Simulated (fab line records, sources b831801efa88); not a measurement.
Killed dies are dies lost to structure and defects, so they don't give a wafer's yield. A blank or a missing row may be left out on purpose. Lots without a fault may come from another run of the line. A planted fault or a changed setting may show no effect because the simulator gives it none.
A struck lot beside a sound one | flow sky130 | 22 steps out of a route of 708
Sound: wafers L135.1, L135.3, L135.6. Struck: wafer L131.3. (L131.1, L131.4 of the same lot were not struck and are left out.) The cause comes at the end.
At each step with rows: each side's tool, then ch and its chambers, then its first start. Under that, the readings that differ: sound wafers | struck wafers | difference of the means | sigmas: that difference in standard deviations of wafers without a fault.
alike: readings whose means differ by less than 2 such deviations, and words and numbers that are the same on both sides. not compared: withheld readings, readings that some wafer has no value for, bounds like >300 that may hide the same value, and numbers for which the record gives no deviation and whose values overlap.
The two part at a step that has a row with sigmas, a row that says differs or no value, or rows on one side only. Numbers that don't overlap but have no deviation are shown without sigmas and don't part them. A reading that every wafer of one side lacks parts them only if that side has two wafers or more.

SKY_VIA4_RS_MEAS_19: measures by four-point-probe.
  sound on film_metro-02, day 46 16:07; struck on film_metro-04, day 45 17:59
  alike: VIA4_W_RS
SKY_VIA4_THK_MEAS_20: measures by xrf.
  sound on film_metro-02, day 46 16:14; struck on film_metro-04, day 45 18:06
  alike: VIA4_W_THK
then, 1 step without rows for these wafers: SKY_VIA4_CMP_21 (polishes, stops on SiO2, t overpolish 25 s, target thk 0 nm).
SKY_METAL5_SPUTTER_00: material Ti, target thk 15 nm, time 10 s.
  sound on pvd_sputter-03, day 46 16:35; struck on pvd_sputter-04, day 45 18:28
  alike: throttle_valve_pct
SKY_METAL5_SPUTTER_01: material TiN, target thk 20 nm, time 16.7 s.
  sound on pvd_sputter-03, day 46 16:37; struck on pvd_sputter-04, day 45 18:29
  alike: throttle_valve_pct
SKY_METAL5_SPUTTER_02: material AlCu, target thk 1150 nm, time 61.2 s.
  sound on pvd_sputter-03, day 46 16:38; struck on pvd_sputter-04, day 45 18:31
  alike: throttle_valve_pct
SKY_METAL5_SPUTTER_03: material Ti, target thk 5 nm, time 3.3 s.
  sound on pvd_sputter-03, day 46 16:41; struck on pvd_sputter-04, day 45 18:34
  alike: throttle_valve_pct
SKY_METAL5_SPUTTER_04: material TiN, target thk 70 nm, time 58.3 s.
  sound on pvd_sputter-03, day 46 16:42; struck on pvd_sputter-04, day 45 18:35
  alike: throttle_valve_pct
SKY_METAL5_RS_MEAS_05: measures by four-point-probe.
  sound on film_metro-02, day 46 16:45; struck on film_metro-01, day 45 18:37
  reading                 | sound                | struck | difference | sigmas
  METAL5_ALCU_RS (ohm/sq) | 0.0274 0.0272 0.0272 | 0.0264 | -0.0009    | -3
SKY_METAL5_THK_MEAS_06: measures by xrf.
  sound on film_metro-02, day 46 16:52; struck on film_metro-01, day 45 18:44
  alike: METAL5_ALCU_THK
then, 2 steps without rows for these wafers: SKY_METAL5_DEHYDRATE_07 (time 60 s); SKY_METAL5_HMDS_08 (prime time 60 s).
SKY_METAL5_COAT_09: resist thk 1800 nm.
  sound on litho_track-04 ch 0, day 47 04:13; struck on litho_track-01 ch 0, day 46 05:43
  reading                                     | sound          | struck | difference | sigmas
  model.NOVOLAK_of_METAL5_COAT_09.thk_nm (nm) | 1805 1802 1801 | 1981   | +178       |
then, 4 steps without rows for these wafers: SKY_METAL5_SOFTBAKE_10 (time 60 s); SKY_METAL5_EXPOSE_11 (exposes mask MM5, target cd 1600 nm); SKY_METAL5_PEB_12; SKY_METAL5_DEVELOP_13 (develop time 60 s).
SKY_METAL5_DESCUM_14: chemistry O2, time 11 s.
  sound on rie_metal-01 ch 0,1, day 47 13:37; struck on rie_metal-02 ch 1, day 46 15:04
  reading                 | sound             | struck | difference | sigmas
  oes_product_au (a.u.)   | 0.984 0.999 0.987 | 1.009  | +0.019     | +2
  model.METAL5.cd_nm (nm) | 1596 1594 1596    | 1617   | +22        |
  alike: chamber_pressure_mTorr, drypump_motor_current_A
  not compared: rf_hours_counter_h
SKY_METAL5_METAL_ETCH_15: etches the open film in Cl2/BCl3, stops on SiO2, target depth 1260 nm, time 252 s.
  sound on rie_metal-01 ch 0,1, day 47 13:38; struck on rie_metal-02 ch 1, day 46 15:05
  reading                                     | sound          | struck | difference | sigmas
  model.NOVOLAK_of_METAL5_COAT_09.thk_nm (nm) | 1055 1041 1045 | 1215   | +168       |
  model.METAL5.cd_nm (nm)                     | 1589 1590 1588 | 1607   | +18        |
  alike: chamber_pressure_mTorr, drypump_motor_current_A, oes_product_au, throttle_valve_pct
  not compared: rf_hours_counter_h
SKY_METAL5_STRIP_16: strips in O2/N2.
  sound on plasma_asher-01 ch 0,1, day 47 13:53; struck on plasma_asher-01 ch 1, day 46 15:20
  reading                      | sound             | struck | difference | sigmas
  strip_time_to_endpoint_s (s) | 13.26 13.13 13.19 | 15.13  | +1.94      | +20
  alike: chamber_pressure_mTorr, drypump_motor_current_A, oes_product_au
  not compared: rf_hours_counter_h
then, 1 step without rows for these wafers: SKY_METAL5_STRIP_17 (strips in post etch residue remover, time 1200 s).
SKY_PAD_OPEN_PROBE_99:
  sound on prober-02, day 49 06:40; struck on prober-02, day 48 10:16
  reading                        | sound          | struck | difference | sigmas
  model.etest.met5.width_nm (nm) | 1588 1589 1584 | 1607   | +20        |
  alike: defect_limited_yield, killed_at_M0_to_M3, killed_at_M4_up, killed_at_contacts, killed_at_front_end, killed_at_other, killed_dies, killed_open, killed_short, sort_bin_3_pad_short, sort_bin_5_function, sort_bin_6_memory, sort_n_pass, sort_yield_pct

WHERE THEY PART
First at SKY_METAL5_RS_MEAS_05; last, within this record, at SKY_METAL5_STRIP_16. Later steps at which nothing parts them and some readings are alike: SKY_PAD_OPEN_PROBE_99.

WHY: what the simulator had put in
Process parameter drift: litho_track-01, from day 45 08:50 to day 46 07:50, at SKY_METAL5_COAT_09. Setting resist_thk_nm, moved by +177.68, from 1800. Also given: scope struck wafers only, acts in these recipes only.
